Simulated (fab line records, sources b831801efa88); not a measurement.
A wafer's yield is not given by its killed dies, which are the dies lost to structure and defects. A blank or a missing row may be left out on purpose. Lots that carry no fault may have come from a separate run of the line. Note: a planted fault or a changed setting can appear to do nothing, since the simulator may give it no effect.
Chamber matching / flow gf180mcu / GF_V4_CMP_26 on cmp-01: 4 sister chambers
The step polishes, stops on SiO2, t overpolish 15 s, target thk 0 nm. 16 wafers are shown with their chamber, then 8 later ones without.

WAFERS WITH THEIR CHAMBER
wafer=L378.1; chamber=1; motor_current_A (A)=11.2; time_to_endpoint_s (s)=87; retaining_ring_pressure_frac=0.990
wafer=L378.3; chamber=2; motor_current_A (A)=12.0; time_to_endpoint_s (s)=87; retaining_ring_pressure_frac=1.006
wafer=L378.5; chamber=2; motor_current_A (A)=11.5; time_to_endpoint_s (s)=90; retaining_ring_pressure_frac=0.991
wafer=L379.1; chamber=2; motor_current_A (A)=12.1; time_to_endpoint_s (s)=87; retaining_ring_pressure_frac=0.998
wafer=L379.5; chamber=3; motor_current_A (A)=9.7; time_to_endpoint_s (s)=84; retaining_ring_pressure_frac=1.003
wafer=L379.6; chamber=0; motor_current_A (A)=10.9; time_to_endpoint_s (s)=86; retaining_ring_pressure_frac=0.999
wafer=L380.1; chamber=0; motor_current_A (A)=11.1; time_to_endpoint_s (s)=88; retaining_ring_pressure_frac=1.008
wafer=L380.3; chamber=1; motor_current_A (A)=11.1; time_to_endpoint_s (s)=89; retaining_ring_pressure_frac=1.007
wafer=L380.6; chamber=3; motor_current_A (A)=10.5; time_to_endpoint_s (s)=87; retaining_ring_pressure_frac=1.008
wafer=L381.1; chamber=1; motor_current_A (A)=10.7; time_to_endpoint_s (s)=84; retaining_ring_pressure_frac=1.003
wafer=L381.5; chamber=1; motor_current_A (A)=10.9; time_to_endpoint_s (s)=85; retaining_ring_pressure_frac=1.002
wafer=L381.6; chamber=0; motor_current_A (A)=11.0; time_to_endpoint_s (s)=84; retaining_ring_pressure_frac=0.995
wafer=L384.1; chamber=3; motor_current_A (A)=10.4; time_to_endpoint_s (s)=81; retaining_ring_pressure_frac=1.004
wafer=L384.2; chamber=2; motor_current_A (A)=11.4; time_to_endpoint_s (s)=86; retaining_ring_pressure_frac=0.993
wafer=L384.3; chamber=1; motor_current_A (A)=11.4; time_to_endpoint_s (s)=88; retaining_ring_pressure_frac=1.006
wafer=L389.1; chamber=0; motor_current_A (A)=10.5; time_to_endpoint_s (s)=81; retaining_ring_pressure_frac=1.002

SIGNATURES (averages over the wafers above)
reading=motor_current_A; chamber 0=10.875; chamber 1=11.060; chamber 2=11.750; chamber 3=10.200; scatter within a chamber=0.323
reading=time_to_endpoint_s; chamber 0=84.75; chamber 1=86.60; chamber 2=87.50; chamber 3=84.00; scatter within a chamber=2.43
reading=retaining_ring_pressure_frac; chamber 0=1.00100; chamber 1=1.00160; chamber 2=0.99700; chamber 3=1.00500; scatter within a chamber=0.00594
Rule: a wafer lies at a distance from a chamber equal to the root of the sum of squares, over the readings, of (its reading less the chamber's mean, divided by the reading's scatter). If the next closest chamber is less than 2 further off than the closest, the wafer can't be placed; otherwise it belongs to the closest. The scatter: take each reading less its chamber's mean, square it, sum over the shown wafers, divide by the number of wafers less the number of chambers, and take the root.

WAFERS MISSING THEIR CHAMBER
wafer=L389.3; motor_current_A (A)=11.6; time_to_endpoint_s (s)=81; retaining_ring_pressure_frac=0.995
wafer=L389.6; motor_current_A (A)=11.2; time_to_endpoint_s (s)=83; retaining_ring_pressure_frac=0.989
wafer=L392.2; motor_current_A (A)=11.2; time_to_endpoint_s (s)=89; retaining_ring_pressure_frac=1.003
wafer=L392.5; motor_current_A (A)=10.0; time_to_endpoint_s (s)=84; retaining_ring_pressure_frac=0.999
wafer=L392.6; motor_current_A (A)=11.6; time_to_endpoint_s (s)=86; retaining_ring_pressure_frac=0.999
wafer=L393.3; motor_current_A (A)=11.6; time_to_endpoint_s (s)=85; retaining_ring_pressure_frac=1.002
wafer=L393.4; motor_current_A (A)=9.7; time_to_endpoint_s (s)=84; retaining_ring_pressure_frac=1.001
wafer=L393.5; motor_current_A (A)=10.7; time_to_endpoint_s (s)=88; retaining_ring_pressure_frac=1.006

WHICH CHAMBER EACH ONE RAN IN
wafer=L389.3; from the rows above=can't be placed: 2 or 0 or 1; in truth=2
wafer=L389.6; from the rows above=can't be placed: 0 or 1 or 2 or 3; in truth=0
wafer=L392.2; from the rows above=can't be placed: 1 or 0 or 2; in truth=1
wafer=L392.5; from the rows above=can't be placed: 3 or 0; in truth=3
wafer=L392.6; from the rows above=can't be placed: 2 or 1 or 0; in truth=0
wafer=L393.3; from the rows above=can't be placed: 2 or 1 or 0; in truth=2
wafer=L393.4; from the rows above=can't be placed: 3 or 0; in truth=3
wafer=L393.5; from the rows above=can't be placed: 1 or 0 or 3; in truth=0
Placed correctly: 0 of 8. Unplaceable from these rows: 8, with the true chamber sitting among the candidates in 8. Placed wrongly: 0.
